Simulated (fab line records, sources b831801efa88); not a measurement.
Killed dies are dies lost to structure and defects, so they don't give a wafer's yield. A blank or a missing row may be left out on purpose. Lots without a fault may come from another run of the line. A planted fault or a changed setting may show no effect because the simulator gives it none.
Which tool did it? | flow sky130 | 12 lots, 36 wafers sampled, at 2 steps of a route of 708

WHAT THE GAUGES READ, wafer by wafer
SKY_METAL1_THK_MEAS_06: measures by xrf.
lot  | measured     | on            | METAL1_ALCU_THK (nm)
L075 | day 31 06:58 | film_metro-01 | 251 253 250
L077 | day 32 14:47 | film_metro-04 | 249 249 247
L079 | day 33 03:30 | film_metro-01 | 248 249 250
L081 | day 34 01:41 | film_metro-01 | 244 244 246
L083 | day 34 10:40 | film_metro-04 | 255 252 250
L086 | day 35 03:35 | film_metro-03 | 244 247 244
L087 | day 35 16:55 | film_metro-04 | 247 245 246
L089 | day 36 06:27 | film_metro-01 | 249 252 252
L091 | day 36 18:51 | film_metro-04 | 252 248 249
L094 | day 38 21:19 | film_metro-03 | 251 250 248
L095 | day 38 23:23 | film_metro-04 | 253 252 254
L097 | day 39 06:31 | film_metro-01 | 249 248 248

WHICH TOOL RAN EACH LOT (tool, then ch and the chambers of the sampled wafers, then the start)
lot  | SKY_METAL1_SPUTTER_00
L075 | pvd_sputter-04, day 31 06:42
L077 | pvd_sputter-01, day 32 14:31
L079 | pvd_sputter-04, day 33 03:14
L081 | pvd_sputter-01, day 34 01:25
L083 | pvd_sputter-03, day 34 10:23
L086 | pvd_sputter-01, day 35 03:19
L087 | pvd_sputter-03, day 35 16:39
L089 | pvd_sputter-03, day 36 06:11
L091 | pvd_sputter-04, day 36 18:34
L094 | pvd_sputter-04, day 38 21:04
L095 | pvd_sputter-03, day 38 23:08
L097 | pvd_sputter-03, day 39 06:14
- SKY_METAL1_SPUTTER_00: material Ti, target thk 15 nm, time 10 s.

THE ANSWER, worked out from the rows above alone
Rule: what is usual is taken from the lots themselves. Put in order of their means at a reading, lots are off if they are a third of the lots or fewer, leave a main group of 4 or more, and stand apart from it by a gap of 3 or more times the standard deviation of the main group's means; of several such gaps the widest counts. A main group whose means are all the same, to the digits that the tables above print for the reading, isn't used. A lot without any number at a reading at which 4 lots or more have one is off too. The other lots that the step has rows for count as sound.
No lot is off at any reading shown: from this, nothing can be told.

WHAT THE SIMULATOR HAD PUT IN
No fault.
